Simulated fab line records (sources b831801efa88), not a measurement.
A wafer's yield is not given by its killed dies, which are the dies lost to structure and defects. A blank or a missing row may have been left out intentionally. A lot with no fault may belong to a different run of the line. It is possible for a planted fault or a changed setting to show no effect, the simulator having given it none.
fab line records -- flow sky130
record: lots: 5, wafers: 15, last_day: 50
route steps=708 shown SD_P@324 RES_XHIGH@332
lots that met no fault: from a run of the same line without faults
start_h: start of the lot's first displayed wafer, in hours after the record's first day -- wait_h: time in hours since the lot's previous step -- " identical to the entry in the row above -- L1.1+2: several wafers, shown together as one row -- - value missing, or start not given -- * or withheld: withheld -- < > ~ a bound
route shown NAME@n: a module of which the file shows steps, and the number in the route of the first -- usual: mean/standard deviation of fault-free wafers -- same: alike in all rows -- chamber/n: place in a boat -- sites: each site's reading -- _std_site: standard deviation across them -- _edge_site: inner sites' mean taken away from outer sites' mean -- radius_mm: how far each site lies from the wafer's centre -- mask NAME#n: copy n -- behind: the last tool/chamber to shape the wafer -- hold: why the lot was held/for how many hours/how that ended -- device: whichever transistor did not switch (one of n, p or np) -- end of line: tests run on the same wafers once the route is complete -- a step without rows: its recipe alone -- killed: dies lost to structure and defects at the first sort, not the wafer's yield -- map: a wafer's dies, x killed, . not, _ none there
set.NAME: the setting as run; set.NAME@STEP: as run at that earlier step -- model.NAME: the simulator's own value behind a step, which no gauge read
lots seen at some steps along the route; tables by step, rows by wafer
services: a tool's chamber out of use, with start hour (start_h, from the record's first day; less than 0 if before it), hours out, and reason
== steps ==
step: SKY_SD_P_EXPOSE_04
recipe: mask_id: PSDM, na: 0.6, source_shape: conventional, sigma_outer: 0.6, polarization: unpolarized, target_cd_nm: 380, dose_mj: 138
step: SKY_SD_P_PEB_05
recipe: temp_c: withheld, time_s: *, resist: NOVOLAK
step: SKY_SD_P_DEVELOP_06
recipe: resist: NOVOLAK, developer: TMAH, develop_time_s: 60, dev_temp_c: 23
step: SKY_SD_P_CD_MEAS_07
recipe: target_cd_nm: 380
usual: cd_nm: 379.6/2.1
lot.wafer,tool,chamber,start_h,wait_h,cd_nm
L444.2,cd_sem-02,-,592.29,0.1,377.9
L444.4,cd_sem-02,-,592.29,0.1,378.8
L444.6,cd_sem-02,-,592.29,0.1,379.9
L448.1,cd_sem-02,-,616.22,0.1,377.0
L448.4,cd_sem-02,-,616.22,0.1,374.8
L448.5,cd_sem-02,-,616.22,0.1,378.3
L456.1,cd_sem-01,-,687.37,0.1,381.5
L456.3,cd_sem-01,-,687.37,0.1,380.1
L456.4,cd_sem-01,-,687.37,0.1,379.1
L466.1,cd_sem-02,-,762.11,0.1,379.4
L466.3,cd_sem-02,-,762.11,0.1,379.7
L466.4,cd_sem-02,-,762.11,0.1,380.7
L467.2,cd_sem-02,-,769.14,0.1,379.6
L467.3,cd_sem-02,-,769.14,0.1,380.4
L467.6,cd_sem-02,-,769.14,0.1,376.8
step: SKY_SD_P_OVL_MEAS_08
usual: SD_P_OVL: 0.8/1.5
lot.wafer,tool,chamber,start_h,wait_h,SD_P_OVL[nm]
L444.2,overlay-02,-,592.40,0.1,0.7
L444.4,overlay-02,-,592.40,0.1,0.9
L444.6,overlay-02,-,592.40,0.1,1.6
L448.1,overlay-02,-,616.34,0.1,0.8
L448.4,overlay-02,-,616.34,0.1,2.5
L448.5,overlay-02,-,616.34,0.1,1.5
L456.1,overlay-01,-,687.49,0.1,3.1
L456.3,overlay-01,-,687.49,0.1,1.8
L456.4,overlay-01,-,687.49,0.1,2.1
L466.1,overlay-02,-,762.23,0.1,2.9
L466.3,overlay-02,-,762.23,0.1,2.8
L466.4,overlay-02,-,762.23,0.1,2.8
L467.2,overlay-02,-,769.26,0.1,3.1
L467.3,overlay-02,-,769.26,0.1,4.3
L467.6,overlay-02,-,769.26,0.1,2.7
step: SKY_SD_P_IMPLANT_09
recipe: species: BF2, energy_kev: 20, dose_cm2: 2.947e+15, tilt_deg: 0
step: SKY_SD_P_STRIP_10
recipe: chemistry: O2/N2, power_w: 1400, pressure_mtorr: 1500, platen_temp_c: withheld, o2_flow_sccm: 3000, n2_flow_sccm: 300, overash_fraction: 0.5
usual: drypump_motor_current_A: 6.0/0.6, oes_product_au: 0.618/0.0049, strip_time_to_endpoint_s: 17.43/0.034
same: overash_fraction: 0.5
lot.wafer,tool,chamber,start_h,wait_h,drypump_motor_current_A,oes_product_au,rf_hours_counter_h,strip_time_to_endpoint_s
L444.2,plasma_asher-03,0,592.58,0.1,6.6,0.619,89,17.44
L444.4,plasma_asher-03,1,592.58,0.1,6.3,0.620,-,17.42
L444.6,plasma_asher-03,1,592.58,0.1,6.3,0.618,-,17.46
L448.1,plasma_asher-03,0,616.53,0.1,6.6,0.625,92,17.41
L448.4,plasma_asher-03,1,616.53,0.1,6.3,0.616,-,17.42
L448.5,plasma_asher-03,0,616.53,0.1,6.6,0.620,-,17.40
L456.1,plasma_asher-01,1,687.68,0.1,6.4,0.616,25,17.43
L456.3,plasma_asher-01,0,687.68,0.1,4.9,0.626,-,17.43
L456.4,plasma_asher-01,1,687.68,0.1,6.4,0.618,-,17.41
L466.1,plasma_asher-04,1,763.61,0.1,5.4,0.623,65,17.46
L466.3,plasma_asher-04,1,763.61,0.1,5.4,0.618,-,17.45
L466.4,plasma_asher-04,0,763.61,0.1,5.5,0.617,-,17.41
L467.2,plasma_asher-03,1,769.44,0.1,6.3,0.611,3,17.49
L467.3,plasma_asher-03,1,769.44,0.1,6.3,0.615,-,17.48
L467.6,plasma_asher-03,0,769.44,0.1,6.6,0.615,-,17.47
step: SKY_SD_P_TW_MEAS_11
usual: SD_P_TW: 2798/24
lot.wafer,tool,chamber,start_h,wait_h,SD_P_TW
L444.2,film_metro-01,-,592.69,0.1,2808
L444.4,film_metro-01,-,592.69,0.1,2810
L444.6,film_metro-01,-,592.69,0.1,2835
L448.1,film_metro-04,-,616.63,0.1,2757
L448.4,film_metro-04,-,616.63,0.1,2768
L448.5,film_metro-04,-,616.63,0.1,2768
L456.1,film_metro-04,-,687.78,0.1,2774
L456.3,film_metro-04,-,687.78,0.1,2796
L456.4,film_metro-04,-,687.78,0.1,2801
L466.1,film_metro-01,-,763.71,0.1,2797
L466.3,film_metro-01,-,763.71,0.1,2804
L466.4,film_metro-01,-,763.71,0.1,2821
L467.2,film_metro-02,-,769.55,0.1,2831
L467.3,film_metro-02,-,769.55,0.1,2807
L467.6,film_metro-02,-,769.55,0.1,2815
step: SKY_RES_XHIGH_DEHYDRATE_00
recipe: temp_c: 200, time_s: 60
step: SKY_RES_XHIGH_HMDS_01
recipe: prime_time_s: 60, prime_temp_c: 120
step: SKY_RES_XHIGH_COAT_02
recipe: resist: NOVOLAK, spin_rpm: 3000, resist_thk_nm: 1140
step: SKY_RES_XHIGH_SOFTBAKE_03
recipe: temp_c: 90, time_s: 60, resist: NOVOLAK
step: SKY_RES_XHIGH_EXPOSE_04
recipe: mask_id: URPM, na: 0.6, source_shape: conventional, sigma_outer: 0.6, polarization: unpolarized, target_cd_nm: 1270, dose_mj: 140
usual: exposure_dose_mJ_cm2: 139.96/0.11
lot.wafer,tool,chamber,start_h,wait_h,mask,exposure_dose_mJ_cm2
L444.2,iline_stepper-02,0,606.40,-,URPM#0,139.92
L444.4,iline_stepper-02,0,606.40,-,URPM#0,139.99
L444.6,iline_stepper-02,0,606.40,-,URPM#0,139.96
L448.1,iline_stepper-02,0,630.90,-,URPM#0,139.96
L448.4,iline_stepper-02,0,630.90,-,URPM#0,140.05
L448.5,iline_stepper-02,0,630.90,-,URPM#0,139.91
L456.1,iline_stepper-02,0,702.25,-,URPM_R1#0,139.84
L456.3,iline_stepper-02,0,702.25,-,URPM_R1#0,139.98
L456.4,iline_stepper-02,0,702.25,-,URPM_R1#0,139.84
L466.1,iline_stepper-02,0,776.95,-,URPM#0,139.89
L466.3,iline_stepper-02,0,776.95,-,URPM#0,140.03
L466.4,iline_stepper-02,0,776.95,-,URPM#0,139.86
L467.2,iline_stepper-02,0,782.59,-,URPM#0,140.03
L467.3,iline_stepper-02,0,782.59,-,URPM#0,139.97
L467.6,iline_stepper-02,0,782.59,-,URPM#0,140.06
step: SKY_RES_XHIGH_PEB_05
recipe: temp_c: withheld, time_s: *, resist: NOVOLAK
== services ==
tool,chamber,start_h,hours,kind
plasma_asher-01,-,594.41,9.1,repair
iline_stepper-02,-,641.62,4.4,pm
plasma_asher-04,-,643.00,0.3,repair
iline_stepper-02,-,703.15,3.4,repair
plasma_asher-03,-,733.75,9.0,pm
plasma_asher-03,0,733.75,9.0,vent_cycle
plasma_asher-03,1,733.75,9.0,vent_cycle
plasma_asher-03,0,742.75,-,clean
plasma_asher-03,1,742.75,-,clean
iline_stepper-02,-,748.87,1.7,pm
plasma_asher-01,-,760.83,9.1,repair
plasma_asher-01,-,779.11,2.8,pm
== key ==
first_sign: step: SKY_RES_XHIGH_EXPOSE_04, reading: mask, direction: changed
effect none on later readings
met_at SKY_RES_XHIGH_EXPOSE_04
struck_wafers L456.1,L456.3,L456.4
sort_left_out L456.1,L456.3,L456.4
tester_left_out L456
onset_between 630.90 702.25
fault: kind: wrong_mask, tool: any, chamber: -, onset_h: 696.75, steps: SKY_RES_XHIGH_EXPOSE_04, aux_copy: URPM_R1#0, cd_offset_nm: 190, scope: struck_lots_only
tester_left_out: of these lots the tester's yield and bins aren't shown, on N5 and GAA mostly nor the transistor test; their killed dies are dies lost to structure and defects alone, not to doping, threshold or leakage, so they don't give the yield
sort_left_out: the simulated sort isn't trusted on such a fault, so these wafers' sort isn't shown, and their yield isn't known
